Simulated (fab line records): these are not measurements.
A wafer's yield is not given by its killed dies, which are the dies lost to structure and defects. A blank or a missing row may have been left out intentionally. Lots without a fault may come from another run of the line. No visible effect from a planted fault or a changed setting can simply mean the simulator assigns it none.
Split-lot trial | flow sky130 | 23 wafers read from 5 lots, route of 708 steps

THE SPLIT ITSELF
At SKY_VT_ADJUST_HVTR_DEVELOP_06 (develop time 60 s), the setting dev temp c was moved away from the recipe's 23 C on 7 of the 23 wafers read, by -11.7% to +13.0%. For the rest of the wafers, this setting stayed at what the recipe calls for.

No step appears in the file between the split and the reading.

THE READING
Shown in nm: cd nm at SKY_VT_ADJUST_HVTR_CD_MEAS_07, with target cd 380 nm. On this fab line, fault-free wafers typically give 380.7 nm with a standard deviation of 2 nm.

wafer  | tool, chamber at the split | dev temp c as run, C | against the recipe | cd nm, nm | against lot-mates on the recipe
L077.1 | litho track-01, 0          | 23                   | recipe             | 379.6     | -
L077.2 | litho track-01, 0          | 23                   | recipe             | 380.5     | -
L077.3 | litho track-01, 0          | 23                   | recipe             | 378.4     | -
L077.4 | litho track-01, 0          | 26                   | +13.0%             | 371.9     | -7.6
L077.6 | litho track-01, 0          | 26                   | +13.0%             | 370.7     | -8.8
L078.2 | litho track-04, 0          | 23                   | recipe             | 380.1     | -
L078.3 | litho track-04, 0          | 25.9                 | +12.6%             | 370.8     | -10.1
L078.4 | litho track-04, 0          | 25.9                 | +12.6%             | 372.1     | -8.8
L078.5 | litho track-04, 0          | 23                   | recipe             | 380.7     | -
L078.6 | litho track-04, 0          | 23                   | recipe             | 381.8     | -
L080.2 | litho track-02, 0          | 23                   | recipe             | 380.4     | -
L080.4 | litho track-02, 0          | 23                   | recipe             | 380.3     | -
L080.5 | litho track-02, 0          | 23                   | recipe             | 380.0     | -
L083.1 | litho track-02, 0          | 23                   | recipe             | 380.0     | -
L083.2 | litho track-02, 0          | 20.3                 | -11.7%             | 388.6     | +8.4
L083.3 | litho track-02, 0          | 20.3                 | -11.7%             | 388.4     | +8.2
L083.4 | litho track-02, 0          | 20.3                 | -11.7%             | 386.2     | +6.0
L083.5 | litho track-02, 0          | 23                   | recipe             | 380.4     | -
L084.1 | litho track-01, 0          | 23                   | recipe             | 377.5     | -
L084.2 | litho track-01, 0          | 23                   | recipe             | 377.9     | -
L084.3 | litho track-01, 0          | 23                   | recipe             | 376.1     | -
L084.4 | litho track-01, 0          | 23                   | recipe             | 375.0     | -
L084.6 | litho track-01, 0          | 23                   | recipe             | 376.6     | -

FIT RESULTS
A straight line over all 23 wafers: cd nm changes by -0.657 nm for each +1% of dev temp c; r = -0.94; the points scatter about the line by 1.8 nm.
The same after taking each lot's own level away (the mean of its wafers on the recipe; 23 wafers): -0.668 nm for each +1%; r = -0.98; scatter 0.9 nm.
That fit puts the effect of the largest move of dev temp c on the reading at 8.7 nm.
The span of the lots' own levels, 376.62 to 380.87 nm, comes to 2.1 times the standard deviation stated above.
So the lot-to-lot level changes the slope little: the two slopes agree.
Check: with one of the wafers moved furthest among these (+13.0%) left out of the fit, the line predicts -9.06 nm for it against its lot-mates. Against them it came out at -7.6 nm.

THESE WAFERS: OTHER SPLITS
These wafers also went through other splits before the reading. Each is held against what the fit with the lots' levels taken away leaves over:
other split on the same wafers           | wafers away from the commonest value | r with cd nm (lot level and that fit taken away)
SKY_FIELD_ISO_OXIDATION_01 temp c        | 18                                   | -0.22
SKY_FIELD_ISO_ETCH_15 time s             | 10                                   | -0.47
SKY_PWDE_COAT_02 spin rpm                | 9                                    | +0.11
SKY_PWDE_IMPLANT_08 energy kev           | 9                                    | -0.01
SKY_NWELL_SOFTBAKE_06 temp c             | 10                                   | -0.13
SKY_VT_ADJUST_HVTP_DEVELOP_06 dev temp c | 10                                   | -0.17
SKY_VT_ADJUST_LVTN_STRIP_09 o2 flow sccm | 7                                    | +0.18

THE FILE'S OWN FIT
cd nm changes by -0.671 nm for each +1% of dev temp c, r = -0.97.
